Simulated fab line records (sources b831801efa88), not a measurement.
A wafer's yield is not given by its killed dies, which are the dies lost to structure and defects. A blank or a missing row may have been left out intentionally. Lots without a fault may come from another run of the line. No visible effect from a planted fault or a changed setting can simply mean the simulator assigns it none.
Shared-tool check + flow gf180mcu + Lots sampled 11, wafers sampled 33

== THE REASON FOR OPENING IT ==
Of 11 lots, 2 have the reading PASSIVATION_CVD_00_THK flagged at GF_PASSIVATION_THK_MEAS_01. No-fault wafers: 1003 nm, standard deviation 13.
Rule: a lot is flagged in two cases, either no wafer of it has a number, or all its wafers with numbers fall more than 4 standard deviations from that mean. The other lots count as sound.

| lot  | measured     | on           | PASSIVATION_CVD_00_THK (nm), wafer by wafer | flag    |
|------|--------------|--------------|---------------------------------------------|---------|
| L613 | day 28 22:30 | filmMetro-01 | 986 978 1006                                |         |
| L615 | day 29 10:50 | filmMetro-04 | 1001 983 1005                               |         |
| L617 | day 30 05:52 | filmMetro-04 | 991 1018 1030                               |         |
| L618 | day 30 12:00 | filmMetro-04 | 993 987 1004                                |         |
| L620 | day 30 23:56 | filmMetro-01 | 761 781 785                                 | FLAGGED |
| L621 | day 31 08:41 | filmMetro-01 | 1006 1018 1000                              |         |
| L623 | day 31 12:55 | filmMetro-03 | 784 807 774                                 | FLAGGED |
| L624 | day 32 02:01 | filmMetro-04 | 993 1013 1005                               |         |
| L629 | day 33 05:35 | filmMetro-04 | 1015 1018 1023                              |         |
| L631 | day 33 14:35 | filmMetro-04 | 997 1001 1020                               |         |
| L633 | day 34 03:59 | filmMetro-03 | 990 1008 1012                               |         |
The numbers of the flagged lots are 782 nm on average: -221 nm against the usual, or -17 standard deviations.

== LOT BY LOT: THE TOOL USED ==
Before the reading, the record contains 3 process steps out of a 602-step route. Read each cell as the tool, then ch plus the chambers that the sampled wafers visited, then the start.
| lot  | flag    | GF_V5_STRIP_18                      | GF_TOP_METAL_SPUTTER_01     | GF_PASSIVATION_CVD_00           |
|------|---------|-------------------------------------|-----------------------------|---------------------------------|
| L613 |         | plasmaAsher-03 ch 0,1, day 28 00:42 | pvdSputter-02, day 28 02:04 | pecvd-03 ch 0,1, day 28 22:25   |
| L615 |         | plasmaAsher-01 ch 0,1, day 28 13:27 | pvdSputter-02, day 28 14:49 | pecvd-04 ch 0,2, day 29 10:46   |
| L617 |         | plasmaAsher-03 ch 0,1, day 29 08:35 | pvdSputter-02, day 29 09:54 | pecvd-04 ch 0,1,2, day 30 05:46 |
| L618 |         | plasmaAsher-01 ch 0,1, day 29 14:26 | pvdSputter-04, day 29 15:49 | pecvd-03 ch 0,2, day 30 11:55   |
| L620 | FLAGGED | plasmaAsher-01 ch 0,1, day 30 02:56 | pvdSputter-01, day 30 04:26 | pecvd-03 ch 0,2, day 30 23:52   |
| L621 |         | plasmaAsher-01 ch 0, day 30 11:24   | pvdSputter-02, day 30 12:55 | pecvd-04 ch 1,2, day 31 08:33   |
| L623 | FLAGGED | plasmaAsher-01 ch 0,1, day 30 16:48 | pvdSputter-04, day 30 18:07 | pecvd-03 ch 1,2, day 31 12:49   |
| L624 |         | plasmaAsher-01 ch 0,1, day 31 06:12 | pvdSputter-02, day 31 07:37 | pecvd-01 ch 0,1, day 32 01:56   |
| L629 |         | plasmaAsher-03 ch 0,1, day 32 11:16 | pvdSputter-04, day 32 12:50 | pecvd-04 ch 0,1, day 33 05:29   |
| L631 |         | plasmaAsher-04 ch 0,1, day 32 20:16 | pvdSputter-02, day 32 21:38 | pecvd-04 ch 0,2, day 33 14:31   |
| L633 |         | plasmaAsher-04 ch 0,1, day 33 10:55 | pvdSputter-04, day 33 12:15 | pecvd-04 ch 0,1,2, day 34 03:55 |
What the steps here do:
- GF_V5_STRIP_18: strips in O2/N2.
- GF_TOP_METAL_SPUTTER_01: material TiN, target thk 30 nm, time 25 s.
- GF_PASSIVATION_CVD_00: deposits SiO2 from TEOS, target thk 1000 nm, time 111.95 s.
- GF_PASSIVATION_THK_MEAS_01

== FLAGGED AGAINST TOTAL, ONE TOOL AT A TIME (gauges that did the reading follow at the end) ==
| step                       | tool           | lots run | flagged | share of the flagged lots | sound lots run after its first flagged lot |
|----------------------------|----------------|----------|---------|---------------------------|--------------------------------------------|
| GF_V5_STRIP_18             | plasmaAsher-01 | 6        | 2       | all                       | 2 (L621,L624)                              |
| GF_V5_STRIP_18             | plasmaAsher-03 | 3        | 0       | none                      | -                                          |
| GF_V5_STRIP_18             | plasmaAsher-04 | 2        | 0       | none                      | -                                          |
| GF_TOP_METAL_SPUTTER_01    | pvdSputter-01  | 1        | 1       | some                      | 0                                          |
| GF_TOP_METAL_SPUTTER_01    | pvdSputter-02  | 6        | 0       | none                      | -                                          |
| GF_TOP_METAL_SPUTTER_01    | pvdSputter-04  | 4        | 1       | some                      | 2 (L629,L633)                              |
| GF_PASSIVATION_CVD_00      | pecvd-01       | 1        | 0       | none                      | -                                          |
| GF_PASSIVATION_CVD_00      | pecvd-03       | 4        | 2       | all                       | 0                                          |
| GF_PASSIVATION_CVD_00      | pecvd-04       | 6        | 0       | none                      | -                                          |
| GF_PASSIVATION_THK_MEAS_01 | filmMetro-01   | 3        | 1       | some                      | 1 (L621)                                   |
| GF_PASSIVATION_THK_MEAS_01 | filmMetro-03   | 2        | 1       | some                      | 1 (L633)                                   |
| GF_PASSIVATION_THK_MEAS_01 | filmMetro-04   | 6        | 0       | none                      | -                                          |

== THE TABLE: WHAT IT ALLOWS ==
Every flagged lot went through 2 rows of the table: plasmaAsher-01 at GF_V5_STRIP_18 and pecvd-03 at GF_PASSIVATION_CVD_00.
- plasmaAsher-01 at GF_V5_STRIP_18 ran 6 lots, 2 of them flagged. After the first flagged lot (L621, L624), sound lots still ran on it; a lasting fault on the whole tool would not permit that.
- pecvd-03 at GF_PASSIVATION_CVD_00 ran 4 lots, 2 of them flagged. A fault beginning between L618 (day 30 11:55), its last sound lot, and L620 (day 30 23:52), its first flagged one, fits the data. Its own readings (runLengthS) fall more than 4 standard deviations out on all wafers of the flagged lots.
pecvd-03 at GF_PASSIVATION_CVD_00 is the single tool remaining.

== WHAT THE SIMULATOR PUT IN ==
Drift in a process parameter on pecvd-03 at GF_PASSIVATION_CVD_00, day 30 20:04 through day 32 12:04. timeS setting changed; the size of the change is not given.
Struck lots among those shown: L620, L623. The rule above reached the same finding.
